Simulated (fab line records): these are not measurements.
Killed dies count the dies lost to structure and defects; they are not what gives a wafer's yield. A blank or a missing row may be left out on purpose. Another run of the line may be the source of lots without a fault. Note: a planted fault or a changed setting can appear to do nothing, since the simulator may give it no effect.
The same fault as seen by 2 desks | flow sky130 | only its own numbers are on each desk; what lay behind them is given at the end

## AT THE TOOL OWNER'S DESK: pvd_sputter-03
The tool's own readings at SKY_METAL5_SPUTTER_04 (material TiN, target thk 70 nm, time 58.3 s): means of the sampled wafers that have a number, for each lot that ran on this tool. Any lot whose mean is over 4 standard deviations away from the usual mean is out of limits and marked OUT; that distance is given in the brackets.
Columns: A = throttle_valve_pct at SKY_METAL5_SPUTTER_04, usual 29.8 %
lot  | first seen here | A
L883 | day 43 06:38    | 29.9
L886 | day 44 01:58    | 29.8
L889 | day 45 00:01    | 29.1
L900 | day 47 20:58    | 29.3
L901 | day 47 23:58    | 29.7
Result from this desk: across the 5 lots, nothing is out of limits.

## METROLOGY DESK
What the gauges read, lot by lot, whatever tool the lot ran on: means of the sampled wafers that have a number. Any lot whose mean is over 4 standard deviations away from the usual mean is out of limits and marked OUT; that distance is given in the brackets.
Columns: A = VIA4_BOW at SKY_VIA4_BOW_MEAS_03, usual 78 um; B = METAL5_ALCU_THK at SKY_METAL5_THK_MEAS_06, usual 1191 nm
lot  | first seen here | A  | B
L882 | day 41 20:00    | 82 | 1209
L883 | day 42 05:31    | 78 | 1179
L884 | day 42 08:55    | 79 | 1192
L886 | day 43 02:05    | 74 | 1202
L888 | day 43 15:52    | 84 | 1186
L889 | day 44 00:52    | 83 | 1207
L890 | day 44 20:10    | 67 | 1196
L891 | day 44 22:17    | 73 | 1184
L896 | day 46 13:26    | 81 | 1170
L900 | day 47 02:01    | 85 | 1264 (+5.2) OUT
L901 | day 47 06:46    | 81 | 1264 (+5.2) OUT
This desk reports L900, L901 out of limits; the earliest was L900 at day 47 21:10 (METAL5_ALCU_THK at SKY_METAL5_THK_MEAS_06). L882, L883, L884, L886, L888, L889, L890, L891, L896 stayed within limits.

## TAKEN TOGETHER
Metrology desk: alarm possible at day 47 21:10 on L900, L901.
Nothing out of limits was seen by the tool owner's desk.
Tool owner's desk: L900, L901 on record, inside its limits.
On pvd_sputter-03, each named lot ran SKY_METAL5_SPUTTER_04.

## WHAT THE SIMULATOR HAD PUT IN
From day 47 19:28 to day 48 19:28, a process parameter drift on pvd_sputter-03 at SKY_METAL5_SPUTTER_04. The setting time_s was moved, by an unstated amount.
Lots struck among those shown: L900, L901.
Hours from the fault's start to each desk's first reading out of limits: the metrology desk, 2.
